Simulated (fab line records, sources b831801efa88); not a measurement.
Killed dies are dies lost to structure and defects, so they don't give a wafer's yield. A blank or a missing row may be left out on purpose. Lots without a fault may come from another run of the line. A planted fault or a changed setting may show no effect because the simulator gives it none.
Problem report in the 8D (eight disciplines) form, filled by code | flow gf180mcu | the parts of the form that need people (team, actions taken, sign-off) are left out

1. THE PROBLEM
PSD_OVL at GF_PSD_OVL_MEAS_08 reads a mean of -140.8 nm on 6 wafers of 2 lots; wafers without a fault read -0.2 nm with a standard deviation of 1.4. That is -99 or more standard deviations from the usual mean.
First seen on wafer L900.1, day 19 10:59, on overlay-01. The record holds 42 wafers of 14 lots with a number at this step. Rule for "out", or "out of limits": more than 4 standard deviations from the usual mean. The other wafers with a number count as sound.

2. WHAT IT IS AND WHAT IT IS NOT
question                    | is                     | is not
which readings at this step | PSD_OVL                | -
which lots                  | L900, L901             | L886, L890, L891, L892, L893, L894, L897, L898, L899, L905, L908, L909
which wafers of those lots  | all that have a number | -
read on which gauges        | overlay-01, overlay-02 | -
when                        | from day 19 10:59      | up to then (27 sound wafers); but 9 sound wafers of L905, L908, L909 came after

3. SUSPECTS, AND WHAT RULES EACH OUT
Counting: a tool at a process step up to the reading stays a suspect if it ran every lot that is out and no sound lot after the first of them.
- the gauge at GF_PSD_OVL_MEAS_08: ruled out. The wafers that are out were read on 2 gauges (overlay-01, overlay-02).
- iline_stepper-01 at GF_PSD_EXPOSE_04 (exposes mask Pplus, target cd 400 nm): kept. It ran every lot that is out, first L900 (day 18 23:31), and no sound lot after that; its last sound lot up to then is L899 (day 18 09:52).
Left after counting: iline_stepper-01 at GF_PSD_EXPOSE_04.

4. THE CAUSE (what the simulator had put in)
Scanner matching overlay: iline_stepper-01, from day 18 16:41 on, at GF_PSD_EXPOSE_04. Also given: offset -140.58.
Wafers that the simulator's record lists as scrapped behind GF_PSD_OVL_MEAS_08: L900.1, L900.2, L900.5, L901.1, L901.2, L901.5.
Counting left only this tool.

5. THE CHAIN OF EFFECTS, in route order
Each row: a reading whose mean over the struck wafers that have a number lies more than 3 standard deviations from the usual. Only readings for which the record gives a usual standard deviation are gone through. hours: the time from each lot's start at the first step in this table that gives one to its start at this step, as a median over the lots. sigmas: the change in usual standard deviations.
hours | step               | reading | usual   | on struck wafers | change | sigmas
0     | GF_PSD_OVL_MEAS_08 | PSD_OVL | -0.2 nm | -140.8           | -140.6 | -99 or more

6. WHAT WOULD HAVE CAUGHT IT SOONER
In this record the first reading out of limits at a measuring or inspecting step was taken at day 19 10:59, 18 hours after the fault began at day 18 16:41.
Of the tool readings at GF_PSD_EXPOSE_04 for which the record gives a usual standard deviation, none was out on any struck wafer, so an alarm limit of 4 standard deviations on them would not have fired.
All the lots that are out (2) had begun GF_PSD_EXPOSE_04 on iline_stepper-01 by day 19 10:59. A hold on the tool at that time would have spared none of them.
